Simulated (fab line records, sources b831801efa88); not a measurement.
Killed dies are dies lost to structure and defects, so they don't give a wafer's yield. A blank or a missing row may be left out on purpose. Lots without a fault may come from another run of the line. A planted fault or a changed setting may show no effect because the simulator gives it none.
fab line records | flow sky130
record lots=11 wafers=33 last_day=50
route steps=708 shown LI_CONTACT@374 LOCAL_INTERCONNECT@387 PAD_OPEN@708
lots that met no fault: from a run of the same line without faults
start_h: hours from the record's first day to the start of the lot's first wafer shown | wait_h: hours since the lot's step before | " the same as in the row above | L1.1+2: a row that stands for several wafers | - no value, or no start given | * or withheld: withheld | < > ~ a bound
route shown NAME@n: a module of which the file shows steps, and the number in the route of the first | usual: mean/standard deviation of fault-free wafers | same: alike in all rows | chamber/n: place in a boat | sites: the reading at each site | _std_site: their standard deviation | _edge_site: outer sites' mean less inner sites' | radius_mm: how far each site lies from the wafer's centre | mask NAME#n: copy n | behind: the tool/chamber that last shaped the wafer | hold: why the lot was held/for how many hours/how that ended | device: the transistor (n, p or np) that didn't switch | end of line: the same wafers' tests at the end of the route | a step without rows: its recipe alone | killed: dies lost to structure and defects at the first sort, not the wafer's yield | map: a wafer's dies, x killed, . not, _ none there
set.NAME: the setting as run; set.NAME@STEP: as run at that earlier step | model.NAME: the simulator's own value behind a step, which no gauge read
steps of the route over a sample of lots; a table a step, a row a wafer
services: from which hour (start_h, from the record's first day; less than 0 if before it) a tool's chamber was out of use, for how many hours, and why
## steps
# step SKY_LI_CONTACT_CD_MEAS_12
# recipe target_cd_nm=170
# usual cd_nm=169.9/1.4
# columns lot.wafer tool chamber start_h wait_h cd_nm
L256.1 cd_sem-01 - 679.83 - 170.4
L256.5 " - " " 169.8
L256.6 " - " " 170.5
L259.1 cd_sem-01 - 699.28 - 169.7
L259.2 " - " " 170.1
L259.4 " - " " 168.6
L262.1 cd_sem-01 - 726.33 - 170.1
L262.2 " - " " 171.0
L262.5 " - " " 171.5
L263.2 cd_sem-01 - 738.67 - 169.5
L263.3 " - " " 169.1
L263.5 " - " " 169.8
L269.1 cd_sem-02 - 776.93 - 168.0
L269.3 " - " " 169.5
L269.4 " - " " 167.8
L270.1 cd_sem-02 - 795.13 - 169.5
L270.2 " - " " 172.0
L270.3 " - " " 171.1
L271.3 cd_sem-01 - 806.54 - 171.6
L271.5 " - " " 170.9
L271.6 " - " " 171.4
L272.3 cd_sem-02 - 807.14 - 171.8
L272.5 " - " " 170.6
L272.6 " - " " 171.7
L275.1 cd_sem-02 - 825.18 - 169.0
L275.3 " - " " 168.8
L275.4 " - " " 169.7
L278.2 cd_sem-02 - 844.57 - 169.0
L278.3 " - " " 168.2
L278.6 " - " " 169.3
L279.3 cd_sem-02 - 846.94 - 169.0
L279.4 " - " " 170.1
L279.6 " - " " 167.6
# step SKY_LI_CONTACT_STRIP_16
# recipe chemistry=O2/N2 power_w=1400 pressure_mtorr=1500 platen_temp_c=withheld o2_flow_sccm=3000 n2_flow_sccm=300 overash_fraction=0.5
# usual drypump_motor_current_A=5.9/0.57 oes_product_au=0.375/0.0045 strip_time_to_endpoint_s=3.50/0.037
# columns lot.wafer tool chamber start_h wait_h drypump_motor_current_A oes_product_au rf_hours_counter_h strip_time_to_endpoint_s
L256.1 plasma_asher-03 1 680.11 - 6.8 0.373 28 3.45
L256.5 " 1 " " 6.8 0.372 - 3.53
L256.6 " 0 " " 5.7 0.374 - 3.44
L259.1 plasma_asher-02 0 699.56 - 6.3 0.378 88 3.45
L259.2 " 1 " " 6.2 0.379 88 3.53
L259.4 " 0 " " 6.2 0.379 - 3.54
L262.1 plasma_asher-02 1 726.61 - 6.2 0.374 90 3.46
L262.2 " 0 " " 6.3 0.366 90 3.46
L262.5 " 0 " " 6.3 0.374 - 3.50
L263.2 plasma_asher-02 0 738.93 - 6.3 0.367 92 3.48
L263.3 " 1 " " 6.2 0.380 - 3.42
L263.5 " 1 " " 6.2 0.375 - 3.42
L269.1 plasma_asher-02 0 777.21 - 6.2 0.375 96 3.45
L269.3 " 0 " " 6.3 0.387 - 3.51
L269.4 " 1 " " 6.2 0.373 - 3.49
L270.1 plasma_asher-04 0 795.41 - 5.0 0.379 69 3.51
L270.2 " 1 " " 5.4 0.375 69 3.52
L270.3 " 1 " " 5.4 0.382 - 3.57
L271.3 plasma_asher-03 0 806.81 - 5.7 0.383 - 3.54
L271.5 " 0 " " 5.7 0.369 - 3.53
L271.6 " 1 " " 6.8 0.375 - 3.46
L272.3 plasma_asher-04 1 807.42 - 5.4 0.376 - 3.48
L272.5 " 1 " " 5.4 0.366 - 3.51
L272.6 " 0 " " 5.0 0.373 - 3.48
L275.1 plasma_asher-03 0 825.46 - 5.8 0.383 42 3.56
L275.3 " 0 " " 5.8 0.375 - 3.55
L275.4 " 1 " " 6.8 0.375 - 3.48
L278.2 plasma_asher-04 0 844.83 - 5.0 0.375 74 3.49
L278.3 " 1 " " 5.4 0.372 - 3.46
L278.6 " 1 " " 5.4 0.364 - 3.48
L279.3 plasma_asher-02 1 847.21 - 6.2 0.375 - 3.51
L279.4 " 0 " " 6.3 0.382 - 3.54
L279.6 " 1 " " 6.2 0.380 - 3.55
# step SKY_LI_CONTACT_SPUTTER_19
# recipe material=Ti target_thk_nm=20 chamber_pressure_pa=5 power_w=2500 substrate_temp_c=200 time_s=106.37
# usual cathode_dc_power_W=2500.1/0.47 chamber_pressure_pa=5.001/0.01 throttle_valve_pct=30.5/0.89
# columns lot.wafer tool chamber start_h wait_h cathode_dc_power_W chamber_pressure_pa throttle_valve_pct
L256.1 pvd_sputter-04 - 680.41 0.0 2500.1 4.997 31.1
L256.5 " - " " 2500.5 4.989 29.2
L256.6 " - " " 2499.7 5.002 30.7
L259.1 pvd_sputter-01 - 699.86 0.0 2499.3 5.020 30.0
L259.2 " - " " 2500.7 5.013 30.1
L259.4 " - " " 2501.2 4.987 29.4
L262.1 pvd_sputter-04 - 726.91 0.0 2500.3 4.991 31.1
L262.2 " - " " 2499.3 5.006 30.5
L262.5 " - " " 2500.6 4.996 29.2
L263.2 pvd_sputter-01 - 739.23 0.0 2499.3 5.009 32.1
L263.3 " - " " 2499.7 4.989 29.4
L263.5 " - " " 2499.5 5.003 30.3
L269.1 pvd_sputter-01 - 777.52 0.0 2499.9 5.009 30.0
L269.3 " - " " 2499.6 5.012 32.0
L269.4 " - " " 2500.1 5.003 29.5
L270.1 pvd_sputter-02 - 795.71 0.0 2500.1 4.988 30.0
L270.2 " - " " 2499.9 4.993 32.0
L270.3 " - " " 2499.8 5.000 29.6
L271.3 pvd_sputter-04 - 807.09 0.0 2500.7 4.994 31.0
L271.5 " - " " 2500.5 5.012 30.7
L271.6 " - " " 2500.2 5.006 29.2
L272.3 pvd_sputter-01 - 807.70 0.0 2499.9 4.990 29.7
L272.5 " - " " 2500.3 5.007 30.1
L272.6 " - " " 2500.4 4.971 30.1
L275.1 pvd_sputter-04 - 825.76 0.0 2500.4 4.987 30.4
L275.3 " - " " 2499.8 4.995 29.1
L275.4 " - " " 2499.8 4.999 30.7
L278.2 pvd_sputter-01 - 845.14 0.0 2499.8 5.006 29.5
L278.3 " - " " 2499.3 4.985 31.9
L278.6 " - " " 2500.4 5.004 32.1
L279.3 pvd_sputter-01 - 847.49 0.0 2499.6 4.998 30.2
L279.4 " - " " 2500.2 4.995 29.9
L279.6 " - " " 2500.1 5.001 32.0
# step SKY_LOCAL_INTERCONNECT_SPUTTER_00
# recipe material=TiN target_thk_nm=100 temp_c=300 power_w=6500 time_s=83.3 chamber_pressure_pa=0.4
# usual cathode_dc_power_W=6500.0/1.2 chamber_pressure_pa=0.4000/0.0008 throttle_valve_pct=30.6/1.2
# columns lot.wafer tool chamber start_h wait_h cathode_dc_power_W chamber_pressure_pa throttle_valve_pct
L256.1 pvd_sputter-03 - 681.15 0.2 6499.3 0.3999 29.7
L256.5 " - " " 6499.0 0.3997 29.6
L256.6 " - " " 6499.6 0.3984 31.3
L259.1 pvd_sputter-03 - 700.60 0.2 6499.7 0.4002 33.3
L259.2 " - " " 6499.4 0.3990 29.5
L259.4 " - " " 6499.3 0.4001 31.2
L262.1 pvd_sputter-01 - 727.65 0.2 6501.8 0.4001 29.4
L262.2 " - " " 6501.8 0.4014 32.2
L262.5 " - " " 6497.6 0.3987 29.8
L263.2 pvd_sputter-03 - 739.97 0.2 6499.0 0.3994 30.0
L263.3 " - " " 6501.0 0.4003 33.0
L263.5 " - " " 6499.2 0.3981 29.5
L269.1 pvd_sputter-03 - 778.27 0.1 6497.5 0.3994 29.8
L269.3 " - " " 6500.7 0.4001 33.1
L269.4 " - " " 6500.5 0.4013 33.0
L270.1 pvd_sputter-01 - 796.64 0.1 - - -
L270.2 " - " " - - -
L270.3 " - " " - - -
L271.3 pvd_sputter-04 - 807.83 0.2 - - -
L271.5 " - " " - - -
L271.6 " - " " - - -
L272.3 pvd_sputter-03 - 808.44 0.2 - - -
L272.5 " - " " - - -
L272.6 " - " " - - -
L275.1 pvd_sputter-04 - 826.50 0.2 6502.1 0.3989 30.7
L275.3 " - " " 6500.0 0.4008 29.2
L275.4 " - " " 6501.1 0.3989 30.6
L278.2 pvd_sputter-04 - 845.88 0.2 6498.9 0.4003 30.3
L278.3 " - " " 6497.7 0.3997 30.9
L278.6 " - " " 6498.6 0.3996 29.0
L279.3 pvd_sputter-04 - 848.23 0.2 6499.2 0.4016 30.4
L279.4 " - " " 6499.0 0.3999 30.7
L279.6 " - " " 6500.1 0.3997 31.0
# step SKY_LOCAL_INTERCONNECT_RS_MEAS_01
# recipe thk_meas_gauge=four-point-probe reads=TiN_of_LOCAL_INTERCONNECT_SPUTTER_00
# usual LOCAL_INTERCONNECT_TIN_RS=14.16/0.16
# columns lot.wafer tool chamber start_h wait_h LOCAL_INTERCONNECT_TIN_RS[ohm/sq]
L256.1 film_metro-02 - 681.21 0.0 14.20
L256.5 " - " " 14.17
L256.6 " - " " 14.13
L259.1 film_metro-03 - 700.66 0.0 14.12
L259.2 " - " " 14.20
L259.4 " - " " 14.21
L262.1 film_metro-04 - 727.71 0.0 14.19
L262.2 " - " " 14.23
L262.5 " - " " 14.24
L263.2 film_metro-04 - 740.05 0.1 14.35
L263.3 " - " " 14.35
L263.5 " - " " 14.35
L269.1 film_metro-03 - 778.33 0.0 14.20
L269.3 " - " " 14.08
L269.4 " - " " 14.06
L270.1 film_metro-04 - 796.70 0.0 -
L270.2 " - " " -
L270.3 " - " " -
L271.3 film_metro-04 - 807.94 0.1 -
L271.5 " - " " -
L271.6 " - " " -
L272.3 film_metro-03 - 808.54 0.1 -
L272.5 " - " " -
L272.6 " - " " -
L275.1 film_metro-02 - 826.56 0.0 14.19
L275.3 " - " " 14.02
L275.4 " - " " 14.07
L278.2 film_metro-03 - 845.97 0.1 14.17
L278.3 " - " " 14.20
L278.6 " - " " 14.23
L279.3 film_metro-03 - 848.34 0.1 14.13
L279.4 " - " " 14.02
L279.6 " - " " 13.95
# step SKY_LOCAL_INTERCONNECT_THK_MEAS_02
# recipe thk_meas_gauge=xrf reads=TiN_of_LOCAL_INTERCONNECT_SPUTTER_00
# usual LOCAL_INTERCONNECT_TIN_THK=100.7/1.4
# columns lot.wafer tool chamber start_h wait_h LOCAL_INTERCONNECT_TIN_THK[nm]
L256.1 film_metro-02 - 681.33 0.1 99.8
L256.5 " - " " 99.8
L256.6 " - " " 100.2
L259.1 film_metro-03 - 700.78 0.1 101.8
L259.2 " - " " 101.5
L259.4 " - " " 101.1
L262.1 film_metro-04 - 727.83 0.1 99.9
L262.2 " - " " 99.4
L262.5 " - " " 100.2
L263.2 film_metro-04 - 740.16 0.1 98.9
L263.3 " - " " 99.1
L263.5 " - " " 99.0
L269.1 film_metro-03 - 778.45 0.1 101.1
L269.3 " - " " 101.7
L269.4 " - " " 102.2
L270.1 film_metro-04 - 796.82 0.1 <0.0
L270.2 " - " " <0.0
L270.3 " - " " <0.0
L271.3 film_metro-04 - 808.04 0.1 <0.0
L271.5 " - " " <0.0
L271.6 " - " " <0.0
L272.3 film_metro-03 - 808.64 0.1 <0.0
L272.5 " - " " <0.0
L272.6 " - " " <0.0
L275.1 film_metro-02 - 826.68 0.1 99.0
L275.3 " - " " 100.2
L275.4 " - " " 100.3
L278.2 film_metro-03 - 846.08 0.1 101.2
L278.3 " - " " 100.8
L278.6 " - " " 100.8
L279.3 film_metro-03 - 848.44 0.1 101.8
L279.4 " - " " 102.2
L279.6 " - " " 102.6
# step SKY_PAD_OPEN_PROBE_99
# usual killed_at_M0_to_M3=44/7.4 killed_at_M4_up=3.2/1.8 killed_at_contacts=25/5.2 killed_at_front_end=15/4.5 killed_at_other=0.2/0.43 killed_dies=87/9.6 killed_on_rim=17/3.9 killed_open=48/7.6 killed_short=40/5.7
# same gross_dies=492 killed_at_back_side=0
# columns lot.wafer tool chamber start_h wait_h killed_at_M0_to_M3 killed_at_M4_up killed_at_contacts killed_at_front_end killed_at_other killed_dies killed_on_rim killed_open killed_short
L269.1 prober-02 - 1149.52 0.1 49 5 18 18 0 90 19 46 44
L269.3 prober-02 - 1149.62 0.2 53 2 32 16 1 104 17 54 50
L269.4 prober-02 - 1149.67 0.2 43 3 30 22 0 98 12 47 51
L270.1 prober-01 - 1161.23 0.1 7 1 482 2 0 492 96 6 4
L270.2 prober-01 - 1161.28 0.1 9 1 478 4 0 492 96 10 7
L270.3 prober-01 - 1161.33 0.2 5 1 484 2 0 492 96 4 8
L271.3 prober-02 - 1169.38 0.2 8 1 476 7 0 492 96 9 12
L271.5 prober-02 - 1169.48 0.2 5 1 485 1 0 492 96 6 3
L271.6 prober-02 - 1169.53 0.2 7 1 478 6 0 492 96 10 11
L272.3 prober-01 - 1171.18 0.2 3 0 485 4 0 492 96 5 9
L272.5 prober-01 - 1171.28 0.2 10 1 478 3 0 492 96 6 5
L272.6 prober-01 - 1171.33 0.2 10 2 478 1 1 492 96 12 6
L278.2 prober-01 - 1194.28 0.1 46 5 18 16 0 85 23 48 37
L278.3 prober-01 - 1194.33 0.2 40 6 23 10 0 79 16 42 37
L278.6 prober-01 - 1194.48 0.2 39 6 29 19 0 93 21 46 47
# killed by level:class
L269.1 VIA1:geometric_particle:open=14 FIELD_ISO:geometric_particle:short=9 VIA3:geometric_particle:open=8 FIELD_ISO:geometric_particle:open=7 CONTACT:geometric_particle:open=7 METAL2:geometric_particle:short=6 METAL1:geometric_particle:short=5 CONTACT:geometric_particle:short=4
L269.3 CONTACT:geometric_particle:open=11 METAL1:geometric_particle:short=11 LI_CONTACT:geometric_particle:open=10 VIA3:geometric_particle:open=8 METAL2:geometric_particle:short=7 VIA1:geometric_particle:open=7 LOCAL_INTERCONNECT:geometric_particle:short=6 VIA1:geometric_particle:short=6
L269.4 VIA1:geometric_particle:open=9 CONTACT:geometric_particle:short=8 CONTACT:geometric_particle:open=8 METAL1:geometric_particle:short=7 FIELD_ISO:geometric_particle:open=6 POLY_GATE:geometric_particle:short=6 LI_CONTACT:geometric_particle:open=6 METAL2:geometric_particle:short=6
L270.1 LOCAL_INTERCONNECT:lost_pattern=480 VIA1:geometric_particle:open=2 FIELD_ISO:geometric_particle:open=1 SPACER:geometric_particle:open=1 CONTACT:geometric_particle:short=1 CONTACT:geometric_particle:open=1 METAL1:geometric_particle:short=1 METAL2:geometric_particle:short=1
L270.2 LOCAL_INTERCONNECT:lost_pattern=475 VIA2:geometric_particle:open=3 CONTACT:geometric_particle:open=2 VIA3:geometric_particle:open=2 FIELD_ISO:geometric_particle:short=1 FIELD_ISO:geometric_particle:open=1 POLY_GATE:geometric_particle:short=1 POLY_CUT:geometric_particle:short=1
L270.3 LOCAL_INTERCONNECT:lost_pattern=480 FIELD_ISO:geometric_particle:open=1 SPACER:geometric_particle:short=1 LI_CONTACT:geometric_particle:open=1 LOCAL_INTERCONNECT:geometric_particle:short=1 CONTACT:geometric_particle:short=1 CONTACT:geometric_particle:open=1 METAL1:geometric_particle:short=1
L271.3 LOCAL_INTERCONNECT:lost_pattern=471 POLY_GATE:geometric_particle:short=3 VIA1:geometric_particle:open=3 LOCAL_INTERCONNECT:geometric_particle:short=2 VIA1:geometric_particle:short=2 LI_CONTACT:geometric_particle:open=1 FIELD_ISO:geometric_particle:short=1 POLY_GATE:geometric_particle:open=1
L271.5 LOCAL_INTERCONNECT:lost_pattern=481 VIA1:geometric_particle:open=2 POLY_GATE:geometric_particle:open=1 LI_CONTACT:geometric_particle:short=1 LOCAL_INTERCONNECT:geometric_particle:open=1 CONTACT:geometric_particle:open=1 CONTACT:geometric_particle:short=1 METAL2:geometric_particle:short=1
L271.6 LOCAL_INTERCONNECT:lost_pattern=470 FIELD_ISO:geometric_particle:short=2 POLY_GATE:geometric_particle:short=2 LOCAL_INTERCONNECT:geometric_particle:short=2 CONTACT:geometric_particle:open=2 METAL1:geometric_particle:open=2 VIA1:geometric_particle:open=2 FIELD_ISO:geometric_particle:open=1
L272.3 LOCAL_INTERCONNECT:lost_pattern=477 FIELD_ISO:geometric_particle:short=2 LI_CONTACT:geometric_particle:open=2 LOCAL_INTERCONNECT:geometric_particle:short=2 CONTACT:geometric_particle:open=2 POLY_GATE:geometric_particle:short=1 SPACER:geometric_particle:short=1 LI_CONTACT:geometric_particle:short=1
L272.5 LOCAL_INTERCONNECT:lost_pattern=478 VIA1:geometric_particle:open=3 METAL1:geometric_particle:short=2 VIA1:area_expose=2 FIELD_ISO:geometric_particle:short=1 GATE_OXIDE:geometric_particle:short=1 SPACER:geometric_particle:open=1 VIA2:geometric_particle:open=1
L272.6 LOCAL_INTERCONNECT:lost_pattern=471 VIA1:geometric_particle:open=3 LI_CONTACT:geometric_particle:open=2 CONTACT:geometric_particle:open=2 METAL1:geometric_particle:short=2 METAL2:geometric_particle:short=2 FIELD_ISO:geometric_particle:open=1 LOCAL_INTERCONNECT:geometric_particle:open=1
L278.2 VIA1:geometric_particle:open=11 VIA2:geometric_particle:open=9 LI_CONTACT:geometric_particle:open=6 CONTACT:geometric_particle:open=5 METAL2:geometric_particle:short=5 VIA3:geometric_particle:open=5 POLY_GATE:geometric_particle:short=4 METAL3:geometric_particle:short=4
L278.3 VIA1:geometric_particle:open=9 VIA3:geometric_particle:open=9 VIA1:geometric_particle:short=7 CONTACT:geometric_particle:short=5 LOCAL_INTERCONNECT:geometric_particle:short=5 CONTACT:geometric_particle:open=5 VIA2:geometric_particle:open=5 METAL4:geometric_particle:short=5
L278.6 METAL1:geometric_particle:short=11 CONTACT:geometric_particle:open=9 VIA1:geometric_particle:open=9 LI_CONTACT:geometric_particle:open=6 POLY_GATE:geometric_particle:open=6 CONTACT:geometric_particle:short=6 FIELD_ISO:geometric_particle:short=5 METAL4:geometric_particle:short=5
## services
# columns tool chamber start_h hours kind
pvd_sputter-03 1 664.40 - consumable_replace:kit
pvd_sputter-03 1 664.40 18.0 scheduled_down
pvd_sputter-03 1 664.40 18.0 vent_cycle
pvd_sputter-01 - 666.98 31.8 repair
plasma_asher-02 - 675.19 1.7 repair
plasma_asher-04 - 708.31 4.0 pm
pvd_sputter-03 - 708.75 1.2 repair
plasma_asher-03 - 717.15 5.1 repair
pvd_sputter-04 3 721.16 - consumable_replace:kit
pvd_sputter-04 3 721.16 18.0 scheduled_down
pvd_sputter-04 3 721.16 18.0 vent_cycle
pvd_sputter-02 - 727.67 3.9 repair
pvd_sputter-03 - 740.79 2.5 repair
pvd_sputter-02 - 761.01 1.1 repair
pvd_sputter-03 0 761.46 - consumable_replace:kit
pvd_sputter-03 0 761.46 18.0 scheduled_down
pvd_sputter-03 0 761.46 18.0 vent_cycle
pvd_sputter-03 - 775.04 1.3 repair
plasma_asher-03 - 792.98 1.7 repair
plasma_asher-04 - 807.57 1.1 repair
## key
first_sign step=SKY_LOCAL_INTERCONNECT_SPUTTER_00 reading=tool_record direction=missing
effect step=SKY_LOCAL_INTERCONNECT_RS_MEAS_01 reading=LOCAL_INTERCONNECT_TIN_RS direction=missing
effect step=SKY_LOCAL_INTERCONNECT_THK_MEAS_02 reading=LOCAL_INTERCONNECT_TIN_THK direction=down sigmas=71 usual=100.7 struck=<0.0
effect step=SKY_PAD_OPEN_PROBE_99 reading=killed_at_contacts direction=up sigmas=87 usual=25 struck=480
met_at SKY_LOCAL_INTERCONNECT_SPUTTER_00
struck_lots L270,L271,L272
later_rows_left_out L270.1,L270.2,L270.3,L271.3,L271.5,L271.6,L272.3,L272.5,L272.6
tester_left_out L270,L271,L272
not_acting_at SKY_LI_CONTACT_CD_MEAS_12,SKY_LI_CONTACT_STRIP_16,SKY_LI_CONTACT_SPUTTER_19
onset_between 778.27 796.64
fault kind=skipped_step_whole tool=pvd_sputter-01,pvd_sputter-03,pvd_sputter-04 chamber=- onset_h=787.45 steps=SKY_LOCAL_INTERCONNECT_SPUTTER_00 scope=struck_lots_only
# tester_left_out: of these lots the tester's yield and bins aren't shown, on N5 and GAA mostly nor the transistor test; their killed dies are dies lost to structure and defects alone, not to doping, threshold or leakage, so they don't give the yield
# later_rows_left_out: the simulator's readings of these wafers behind a module that went badly wrong aren't trusted and aren't shown, but for the sort
